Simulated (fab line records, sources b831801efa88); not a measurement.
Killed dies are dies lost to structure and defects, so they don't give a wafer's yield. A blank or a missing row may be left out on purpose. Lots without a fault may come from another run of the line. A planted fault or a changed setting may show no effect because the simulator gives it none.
Which tool did it? | flow gf180mcu | 11 lots, 33 wafers sampled, at 6 steps of a route of 602

WHAT THE GAUGES READ, wafer by wafer
GF_DUAL_GATE_OVL_MEAS_11.
lot  | measured     | on         | DUAL_GATE_OVL (nm)
L413 | day 8 10:57  | overlay-02 | 1.5 1.2 0.0
L414 | day 8 18:08  | overlay-01 | 1.9 2.3 0.5
L415 | day 8 20:54  | overlay-01 | 0.9 1.8 0.9
L416 | day 9 05:13  | overlay-02 | 1.5 2.2 1.9
L417 | day 9 12:56  | overlay-02 | 1.3 0.6 1.9
L426 | day 12 02:20 | overlay-02 | 0.5 0.7 0.4
L429 | day 12 19:13 | overlay-01 | 0.1 -0.7 0.5
L430 | day 13 05:02 | overlay-01 | 1.5 0.5 0.4
L432 | day 13 19:25 | overlay-02 | 3.7 1.8 3.0
L433 | day 14 02:08 | overlay-02 | 1.4 -0.1 1.3
L434 | day 14 12:26 | overlay-02 | -0.3 2.4 -1.2

GF_HV_LDD_TW_MEAS_38.
lot  | measured     | on            | HV_LDD_3_TW
L413 | day 11 19:02 | film_metro-04 | 1443 1449 1456
L414 | day 11 23:16 | film_metro-03 | 1425 1414 1425
L415 | day 12 03:22 | film_metro-03 | 1535 1533 1534
L416 | day 12 11:27 | film_metro-01 | 1530 1537 1532
L417 | day 12 20:22 | film_metro-04 | 1459 1449 1441
L426 | day 15 20:11 | film_metro-04 | 1435 1447 1446
L429 | day 16 14:38 | film_metro-03 | 1429 1423 1425
L430 | day 17 01:19 | film_metro-04 | 1444 1443 1452
L432 | day 17 19:59 | film_metro-01 | 1433 1430 1433
L433 | day 18 04:21 | film_metro-01 | 1423 1433 1430
L434 | day 18 13:05 | film_metro-04 | 1435 1446 1434

GF_HV_LDD_RS_MEAS_53: measures by four-point-probe.
lot  | measured     | on            | HV_LDD_RS (ohm/sq)
L413 | day 12 14:56 | film_metro-01 | 419.9 418.5 418.7
L414 | day 12 19:19 | film_metro-01 | 418.4 418.6 417.7
L415 | day 12 23:14 | film_metro-01 | 398.7 399.5 398.9
L416 | day 13 06:58 | film_metro-03 | 400.5 398.9 399.7
L417 | day 13 17:21 | film_metro-04 | 418.2 416.9 417.9
L426 | day 16 18:35 | film_metro-03 | 419.2 421.4 420.4
L429 | day 17 14:28 | film_metro-03 | 417.9 417.1 418.3
L430 | day 18 01:01 | film_metro-04 | 417.8 417.1 417.5
L432 | day 18 20:10 | film_metro-01 | 419.5 419.0 420.1
L433 | day 19 05:26 | film_metro-01 | 419.6 418.2 419.5
L434 | day 19 13:43 | film_metro-03 | 419.3 417.5 418.0

WHICH TOOL RAN EACH LOT (tool, then ch and the chambers of the sampled wafers, then the start)
lot  | GF_MVPSD_STRIP_10                    | GF_HV_LDD_IMPLANT_35            | GF_HV_LDD_STRIP_49
L413 | plasma_asher-02 ch 0, day 5 03:22    | implanter-01 ch 0, day 11 18:40 | plasma_asher-02 ch 0,1, day 12 14:38
L414 | plasma_asher-01 ch 0,1, day 5 11:06  | implanter-03 ch 0, day 11 22:53 | plasma_asher-01 ch 0,1, day 12 19:01
L415 | plasma_asher-02 ch 0,1, day 5 14:43  | implanter-01 ch 0, day 12 02:40 | plasma_asher-01 ch 0,1, day 12 22:56
L416 | plasma_asher-02 ch 1, day 5 19:58    | implanter-03 ch 0, day 12 10:44 | plasma_asher-04 ch 1, day 13 06:41
L417 | plasma_asher-04 ch 0,1, day 6 02:52  | implanter-03 ch 0, day 12 19:58 | plasma_asher-02 ch 0,1, day 13 17:04
L426 | plasma_asher-02 ch 0,1, day 8 07:46  | implanter-02 ch 0, day 15 19:47 | plasma_asher-02 ch 0,1, day 16 18:19
L429 | plasma_asher-01 ch 0,1, day 8 22:04  | implanter-03 ch 0, day 16 14:14 | plasma_asher-01 ch 0,1, day 17 14:11
L430 | plasma_asher-02 ch 0,1, day 9 08:00  | implanter-03 ch 0, day 17 00:55 | plasma_asher-02 ch 0,1, day 18 00:41
L432 | plasma_asher-01 ch 1, day 9 17:54    | implanter-02 ch 0, day 17 19:35 | plasma_asher-01 ch 0,1, day 18 19:53
L433 | plasma_asher-04 ch 0,1, day 10 00:15 | implanter-03 ch 0, day 18 03:59 | plasma_asher-04 ch 0,1, day 19 05:10
L434 | plasma_asher-04 ch 0,1, day 10 07:16 | implanter-01 ch 0, day 18 12:41 | plasma_asher-02 ch 0,1, day 19 13:26
- GF_MVPSD_STRIP_10: strips in O2/N2.
- GF_HV_LDD_IMPLANT_35
- GF_HV_LDD_STRIP_49: strips in O2/N2.

WHAT THE TOOLS THEMSELVES READ (means of the sampled wafers that have a number; where no wafer has one, the mark that the record gives instead)
GF_MVPSD_STRIP_10.
lot  | tool            | chamber_pressure_mTorr (mTorr) | drypump_motor_current_A (A) | heater_power_w (W) | oes_product_au (a.u.) | strip_time_to_endpoint_s (s)
L413 | plasma_asher-02 | 1500.1                         | 6.0                         | 375                | 0.723                 | 36.91
L414 | plasma_asher-01 | 1501.4                         | 6.0                         | 322                | 0.723                 | 36.93
L415 | plasma_asher-02 | 1499.1                         | 5.6                         | 376                | 0.723                 | 37.00
L416 | plasma_asher-02 | 1499.9                         | 4.7                         | 367                | 0.727                 | 36.77
L417 | plasma_asher-04 | 1499.8                         | 5.5                         | 290                | 0.726                 | 36.97
L426 | plasma_asher-02 | 1500.0                         | 5.1                         | 365                | 0.722                 | 37.06
L429 | plasma_asher-01 | 1499.4                         | 5.5                         | 329                | 0.723                 | 36.90
L430 | plasma_asher-02 | 1500.3                         | 5.1                         | 368                | 0.723                 | 36.74
L432 | plasma_asher-01 | 1501.4                         | 5.2                         | 336                | 0.722                 | 36.90
L433 | plasma_asher-04 | 1499.0                         | 5.2                         | 311                | 0.724                 | 36.96
L434 | plasma_asher-04 | 1498.8                         | 5.1                         | 308                | 0.726                 | 37.16

GF_HV_LDD_IMPLANT_35.
lot  | tool         | beam_on_s (s) | end_station_pressure_torr (Torr)
L413 | implanter-01 | 10.08         | 5.32e-06
L414 | implanter-03 | 10.02         | 4.99e-06
L415 | implanter-01 | 10.07         | 5.09e-06
L416 | implanter-03 | 9.94          | 5.04e-06
L417 | implanter-03 | 9.90          | 5.08e-06
L426 | implanter-02 | 9.90          | 5.07e-06
L429 | implanter-03 | 9.89          | 4.94e-06
L430 | implanter-03 | 10.10         | 4.92e-06
L432 | implanter-02 | 10.02         | 5.01e-06
L433 | implanter-03 | 9.90          | 5.19e-06
L434 | implanter-01 | 10.19         | 5.05e-06

GF_HV_LDD_STRIP_49.
lot  | tool            | chamber_pressure_mTorr (mTorr) | drypump_motor_current_A (A) | heater_power_w (W) | oes_product_au (a.u.) | strip_time_to_endpoint_s (s)
L413 | plasma_asher-02 | 1500.5                         | 5.1                         | 367                | 0.719                 | 12.65
L414 | plasma_asher-01 | 1499.4                         | 5.6                         | 327                | 0.712                 | 12.63
L415 | plasma_asher-01 | 1498.7                         | 6.0                         | 329                | 0.716                 | 12.67
L416 | plasma_asher-04 | 1500.2                         | 4.8                         | 330                | 0.717                 | 12.63
L417 | plasma_asher-02 | 1499.7                         | 5.1                         | 371                | 0.716                 | 12.65
L426 | plasma_asher-02 | 1501.0                         | 5.6                         | 375                | 0.714                 | 12.62
L429 | plasma_asher-01 | 1499.9                         | 5.6                         | 328                | 0.718                 | 12.62
L430 | plasma_asher-02 | 1499.2                         | 5.6                         | 376                | 0.718                 | 12.56
L432 | plasma_asher-01 | 1499.3                         | 5.6                         | 333                | 0.718                 | 12.60
L433 | plasma_asher-04 | 1501.2                         | 5.5                         | 289                | 0.721                 | 12.65
L434 | plasma_asher-02 | 1500.0                         | 5.1                         | 378                | 0.714                 | 12.64

THE ANSWER, worked out from the rows above alone
Rule: what is usual is taken from the lots themselves. Put in order of their means at a reading, lots are off if they are a third of the lots or fewer, leave a main group of 4 or more, and stand apart from it by a gap of 3 or more times the standard deviation of the main group's means; of several such gaps the widest counts. A main group whose means are all the same, to the digits that the tables above print for the reading, isn't used. A lot without any number at a reading at which 4 lots or more have one is off too. The other lots that the step has rows for count as sound. The gauges are gone through in route order, then the tools' own readings, and for those a lot's mean is taken as printed above. The first step at which some lot is off is used, and at that step the reading that is off furthest; a lot without a number counts as furthest.
Off: L415, L416, at GF_HV_LDD_TW_MEAS_38 (HV_LDD_3_TW). The main group: mean 1437, standard deviation 10.
A tool fits if, at a process step before that reading, it ran every lot that is off, and no sound lot after the first of them. The gauges at GF_HV_LDD_TW_MEAS_38 are tried like those tools. None of those tried fits.

WHAT THE SIMULATOR HAD PUT IN
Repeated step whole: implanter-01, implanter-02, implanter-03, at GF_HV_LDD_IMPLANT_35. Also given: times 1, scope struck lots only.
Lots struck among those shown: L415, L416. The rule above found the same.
